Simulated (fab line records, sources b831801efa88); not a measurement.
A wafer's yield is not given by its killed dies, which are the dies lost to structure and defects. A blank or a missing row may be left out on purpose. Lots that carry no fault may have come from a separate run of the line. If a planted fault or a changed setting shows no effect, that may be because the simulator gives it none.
Comparing a struck lot with a sound one	flow sky130	34 steps out of a route of 708
Sound: these wafers, L285.3, L285.5, L285.6. Wafers L279.2, L279.3, L279.6 were the ones struck. The cause is named last.
At each step with rows: each side's tool, then ch and its chambers, then its first start. Under that, the readings that differ: sound wafers	struck wafers	difference of the means	sigmas: that difference in standard deviations of wafers without a fault.
alike: words and numbers the same on both sides, and readings whose means are apart by under 2 such deviations; not compared: readings that were withheld, readings missing a value for some wafer, numbers with overlapping values and no deviation given by the record, and bounds like >300 which may hide the same value.
Wherever a step has rows on one side only, a row that says differs or no value, or a row with sigmas, the two part there. When numbers do not overlap yet have no deviation, they are printed without sigmas and do not part them. A reading that every wafer of one side lacks parts them only if that side has two wafers or more.

first, 9 steps without rows for these wafers: SKY_METAL2_DEHYDRATE_07 (time 60 s); SKY_METAL2_HMDS_08 (prime time 60 s); SKY_METAL2_COAT_09 (resist thk 60 nm); SKY_METAL2_COAT_10 (resist thk 450 nm); SKY_METAL2_SOFTBAKE_11 (time 90 s); SKY_METAL2_EXPOSE_12 (exposes mask MM2, target cd 140 nm); SKY_METAL2_PEB_13; SKY_METAL2_DEVELOP_14 (develop time 60 s); SKY_METAL2_DESCUM_17 (chemistry O2, time 8 s).
SKY_METAL2_ETCH_18: etches BARC in N2/H2, stops on SiO2, time 45.9 s, target depth 60 nm.
  sound on rieMetal-03 ch 0,1, day 40 19:22; struck on rieMetal-02 ch 1, day 38 07:08
  alike: drypumpMotorCurrentA, oesProductAu, throttleValvePct
  not compared: rfHoursCounterH
then, 23 steps without rows for these wafers: SKY_METAL2_METAL_ETCH_19 (etches the open film in Cl2/BCl3, stops on SiO2, target depth 360 nm, time 78 s); SKY_METAL2_STRIP_20 (strips in O2/N2); SKY_METAL2_STRIP_21 (strips in post etch residue remover, time 1200 s); SKY_METAL2_CLEAN_22 (cleans in IPA, time 180 s); SKY_METAL2_CLEAN_23 (cleans in O3/DIW); SKY_VIA2_HDPCVD_00 (deposits SiO2, target thk 1180 nm, time 196.7 s); SKY_VIA2_CMP_02 (polishes SiO2); SKY_VIA2_DEHYDRATE_04 (time 60 s); SKY_VIA2_HMDS_05 (prime time 60 s); SKY_VIA2_COAT_06 (resist thk 60 nm); SKY_VIA2_COAT_07 (resist thk 450 nm); SKY_VIA2_SOFTBAKE_08 (time 90 s); SKY_VIA2_EXPOSE_09 (exposes mask VIM2, target cd 200 nm); SKY_VIA2_PEB_10; SKY_VIA2_DEVELOP_11 (develop time 60 s); SKY_VIA2_ETCH_14 (etches BARC in N2/H2, stops on SiO2, time 45.9 s, target depth 60 nm); SKY_VIA2_ETCH_15 (etches SiO2 in C4F8/O2/Ar, stops on TiN, target depth 546 nm, time 84 s); SKY_VIA2_STRIP_16 (strips in O2/N2); SKY_VIA2_STRIP_17 (strips in post etch residue remover, time 1200 s); SKY_VIA2_CLEAN_18 (cleans in IPA, time 180 s); SKY_VIA2_CLEAN_19 (cleans in O3/DIW); SKY_VIA2_SPUTTER_20 (material TiN, target thk 20 nm, time 80 s); SKY_VIA2_CVD_21 (deposits W, target thk 420 nm, time 126.4 s).
-- the record jumps here: 10 days lie between the struck wafers' starts before and after (it left off in module VIA2 and takes up again in module PAD_OPEN, whose first step shown is number 708 of the route) --
SKY_PAD_OPEN_PROBE_99:
  sound on prober-01 at day 50 00:52; struck on prober-02 at day 48 05:24
reading	sound	struck	difference	sigmas
defectLimitedYield (%)	82.3 84.6 85.4	76.4 72.4 72.4	-10.4	-5
killed_at_M0_to_M3	42 40 42	81 105 97	+53	+8
killedDies	87 76 72	116 136 136	+51	+5
sort_bin_3_pad_short (%)	0.4 0.6 0.6	2.8 2.2 3.5	+2.3	+6
sort_bin_5_function (%)	11.0 7.9 9.8	14.2 17.3 16.3	+6.4	+4
sortNPass	405 416 420	376 356 356	-51	-5
sortYieldPct (%)	82.3 84.6 85.4	76.4 72.4 72.4	-10.4	-5
model.etest.tester.sortNPass	405 416 420	376 356 356	-51	
model.etest.tester.sortYieldPct (%)	82.32 84.55 85.37	76.42 72.36 72.36	-10.37	
model.etest.tester.sort_bin_5_pct (%)	10.98 7.927 9.756	14.23 17.28 16.26	+6.37	
model.etest.tester.sort_bin_3_pct (%)	0.4065 0.6098 0.6098	2.846 2.236 3.455	+2.304	
  alike: killed_at_M4_up, killedAtContacts, killedAtFrontEnd, killedAtOther, killedOpen, killedShort, sort_bin_6_memory

== WHERE THEY PART ==
SKY_PAD_OPEN_PROBE_99 only, going by this record.

WHY: what had been put in by the simulator
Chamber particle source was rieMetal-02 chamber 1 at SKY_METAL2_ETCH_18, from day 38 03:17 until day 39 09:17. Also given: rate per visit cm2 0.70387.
